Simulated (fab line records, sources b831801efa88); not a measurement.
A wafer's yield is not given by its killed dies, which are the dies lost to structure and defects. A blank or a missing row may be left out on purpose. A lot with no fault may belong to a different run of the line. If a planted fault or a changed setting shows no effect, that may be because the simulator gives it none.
One fault through the eyes of 2 desks + flow sfq line + only its own numbers are on each desk; what lay behind them is given at the end

AT THE TOOL OWNER'S DESK: pvd sputter-04
The tool's own readings at SFQ_TRILAYER_M7_DEP_SPUTTER_175 (material Nb, target thk 200 nm, time 133.3 s): means of the sampled wafers that have a number, for each lot that ran on this tool. Marked OUT: a lot whose mean sits more than 4 standard deviations from the usual mean, which makes it out of limits; the brackets give that distance.
Columns: A = throttle valve pct at SFQ_TRILAYER_M7_DEP_SPUTTER_175, usual 30.2 %
| lot  | first seen here | A    |
|------|-----------------|------|
| L102 | day 69 05:57    | 29.7 |
| L106 | day 70 17:58    | 30.7 |
| L108 | day 71 06:48    | 30.3 |
| L121 | day 75 13:26    | 30.7 |
| L123 | day 75 21:14    | 30.4 |
This desk's verdict: no lot among the 5 shows anything out of limits.

AT THE METROLOGY DESK
What the gauges read, lot by lot, whatever tool the lot ran on: means of the sampled wafers that have a number. Marked OUT: a lot whose mean sits more than 4 standard deviations from the usual mean, which makes it out of limits; the brackets give that distance.
Columns: A = M7_NB_RS at SFQ_M7_RS_MEAS_943, usual 0.887 ohm/sq
| lot  | first seen here | A               |
|------|-----------------|-----------------|
| L100 | day 68 06:03    | 0.883           |
| L101 | day 69 02:26    | 0.897           |
| L102 | day 69 06:04    | 0.887           |
| L106 | day 70 18:07    | 0.881           |
| L108 | day 71 06:55    | 0.796 (-13) OUT |
| L112 | day 73 00:41    | 0.894           |
| L113 | day 73 04:20    | 0.880           |
| L114 | day 73 06:43    | 0.883           |
| L119 | day 74 05:39    | 0.894           |
| L120 | day 75 07:32    | 0.890           |
| L121 | day 75 13:32    | 0.882           |
| L122 | day 75 17:09    | 0.883           |
| L123 | day 75 21:21    | 0.888           |
This desk reports L108 out of limits; the earliest was L108 at day 71 06:55 (M7_NB_RS at SFQ_M7_RS_MEAS_943). L100, L101, L102, L106, L112, L113, L114, L119, L120, L121, L122, L123: within limits.

BROUGHT TOGETHER
L108 would have let the metrology desk raise an alarm at day 71 06:55.
The desk of the tool owner found nothing out of limits.
On record at the tool owner's desk: L108, within its limits.
On pvd sputter-04, each named lot ran SFQ_TRILAYER_M7_DEP_SPUTTER_175.

WHAT WAS PUT IN BY THE SIMULATOR
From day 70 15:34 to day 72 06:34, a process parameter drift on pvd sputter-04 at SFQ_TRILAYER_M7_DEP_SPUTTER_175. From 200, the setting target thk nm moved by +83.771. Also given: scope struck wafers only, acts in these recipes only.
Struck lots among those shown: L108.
Hours from the fault's start to each desk's first reading out of limits: the metrology desk, 15.
